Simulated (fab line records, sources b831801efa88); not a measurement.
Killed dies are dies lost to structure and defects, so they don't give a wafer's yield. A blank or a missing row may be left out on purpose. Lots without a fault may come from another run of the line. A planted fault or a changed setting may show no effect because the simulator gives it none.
Which tool did it? | flow sky130 | 6 lots, 18 wafers sampled, at 3 steps of a route of 708

WHAT THE GAUGES READ, wafer by wafer
SKY_SD_N_RS_MEAS_18: measures by four-point-probe.
lot  | measured     | on            | RES_XHIGH_RS (ohm/sq)
L497 | day 29 17:10 | film_metro-03 | 333.6 333.8 333.1
L499 | day 29 23:07 | film_metro-01 | 332.5 332.9 331.3
L501 | day 30 18:44 | film_metro-02 | 333.1 333.4 333.2
L503 | day 31 05:45 | film_metro-01 | 332.1 332.0 331.4
L512 | day 34 01:47 | film_metro-03 | 332.7 332.6 331.5
L514 | day 34 19:28 | film_metro-03 | 333.7 333.9 332.0

WHICH TOOL RAN EACH LOT (tool, then ch and the chambers of the sampled wafers, then the start)
lot  | SKY_NWELL_DEHYDRATE_03           | SKY_POLY_CUT_ETCH_10
L497 | litho_track-01 ch 0, day 5 11:56 | rie_diel-02 ch 0,1,2, day 26 04:37
L499 | litho_track-02 ch 0, day 5 15:20 | rie_diel-02 ch 0,2,3, day 26 09:16
L501 | litho_track-01 ch 0, day 6 05:19 | rie_diel-01 ch 0,1,2, day 27 06:18
L503 | litho_track-02 ch 0, day 6 12:59 | rie_diel-03 ch 1,2, day 27 17:18
L512 | litho_track-03 ch 0, day 8 17:26 | rie_diel-01 ch 0,3, day 30 15:36
L514 | litho_track-01 ch 0, day 9 06:02 | rie_diel-03 ch 0,1,2, day 31 07:34
- SKY_NWELL_DEHYDRATE_03: time 60 s.
- SKY_POLY_CUT_ETCH_10: etches BARC in N2/H2, stops on SiO2, time 45.9 s, target depth 60 nm.

THE ANSWER, worked out from the rows above alone
Rule: what is usual is taken from the lots themselves. Put in order of their means at a reading, lots are off if they are a third of the lots or fewer, leave a main group of 4 or more, and stand apart from it by a gap of 3 or more times the standard deviation of the main group's means; of several such gaps the widest counts. A main group whose means are all the same, to the digits that the tables above print for the reading, isn't used. A lot without any number at a reading at which 4 lots or more have one is off too. The other lots that the step has rows for count as sound.
No lot is off at any reading shown: from this, nothing can be told.

WHAT THE SIMULATOR HAD PUT IN
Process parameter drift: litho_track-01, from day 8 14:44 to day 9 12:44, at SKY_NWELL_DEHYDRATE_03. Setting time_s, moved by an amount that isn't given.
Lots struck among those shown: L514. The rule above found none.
